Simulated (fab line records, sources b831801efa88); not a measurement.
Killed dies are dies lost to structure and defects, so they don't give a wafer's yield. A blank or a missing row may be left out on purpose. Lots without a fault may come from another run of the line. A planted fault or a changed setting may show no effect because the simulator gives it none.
Problem report in the 8D (eight disciplines) form, filled by code | flow gf180mcu | the parts of the form that need people (team, actions taken, sign-off) are left out

1. THE PROBLEM
cd_nm at GF_M5_CD_MEAS_07 reads a mean of 287.8 nm on 6 wafers of 2 lots; wafers without a fault read 280.3 nm with a standard deviation of 1.1. That is +6.8 standard deviations from the usual mean.
The step: target cd 280 nm.
First seen on wafer L643.2, day 31 01:14, on cd_sem-02. The record holds 36 wafers of 12 lots with a number at this step. Rule for "out", or "out of limits": more than 4 standard deviations from the usual mean. The other wafers with a number count as sound.

2. WHAT IT IS AND WHAT IT IS NOT
question                    | is                     | is not
which readings at this step | cd_nm                  | -
which lots                  | L643, L644             | L627, L628, L630, L632, L633, L634, L635, L636, L638, L639
which wafers of those lots  | all that have a number | -
read on which gauges        | cd_sem-02              | cd_sem-01
when                        | from day 31 01:14      | up to then (30 sound wafers)

3. SUSPECTS, AND WHAT RULES EACH OUT
Counting: a tool at a process step up to the reading stays a suspect if it ran every lot that is out and no sound lot after the first of them.
- the gauge at GF_M5_CD_MEAS_07: ruled out. All the wafers that are out were read on cd_sem-02, but those of them that GF_M5_EXPOSE_04 has rows for are out there too, on other tools.
- krf_scanner-02 at GF_M5_EXPOSE_04 (exposes mask Metal5, target cd 280 nm): kept. It ran every lot that is out, first L643 (day 30 16:14), and no sound lot after that; its last sound lot up to then is L639 (day 29 18:10). Its own readings are out on those wafers: exposure_dose_mJ_cm2.
Left after counting: krf_scanner-02 at GF_M5_EXPOSE_04.

4. THE CAUSE (what the simulator had put in)
Process parameter drift: krf_scanner-02, from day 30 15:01 on, at GF_M5_EXPOSE_04. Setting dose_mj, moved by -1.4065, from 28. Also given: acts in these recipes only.
Counting left only this tool.

5. THE CHAIN OF EFFECTS, in route order
Each row: a reading whose mean over the struck wafers that have a number lies more than 3 standard deviations from the usual. Only readings for which the record gives a usual standard deviation are gone through. hours: the time from each lot's start at the first step in this table that gives one to its start at this step, as a median over the lots. sigmas: the change in usual standard deviations.
hours | step             | reading              | usual    | on struck wafers | change | sigmas
0     | GF_M5_EXPOSE_04  | exposure_dose_mJ_cm2 | 27.95    | 26.70            | -1.25  | -40
9     | GF_M5_CD_MEAS_07 | cd_nm                | 280.3 nm | 287.8            | +7.5   | +6.8
The process steps in it:
- GF_M5_EXPOSE_04: exposes mask Metal5, target cd 280 nm.
Later measuring or inspecting steps at which every struck wafer that the step has a row for has a number for every such reading, and none has moved that far: GF_M5_OVL_MEAS_08, GF_V5_THK_MEAS_03.

6. WHAT WOULD HAVE CAUGHT IT SOONER
In this record the first reading out of limits at a measuring or inspecting step was taken at day 31 01:14, 10 hours after the fault began at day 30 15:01.
The tool's own readings at GF_M5_EXPOSE_04 were out on every struck wafer that the step has a row for (exposure_dose_mJ_cm2): an alarm limit on them would have fired on the first of those.
Of the lots that are out (2), L644 began GF_M5_EXPOSE_04 on krf_scanner-02 after day 31 01:14. A hold on the tool at that time would have spared it.
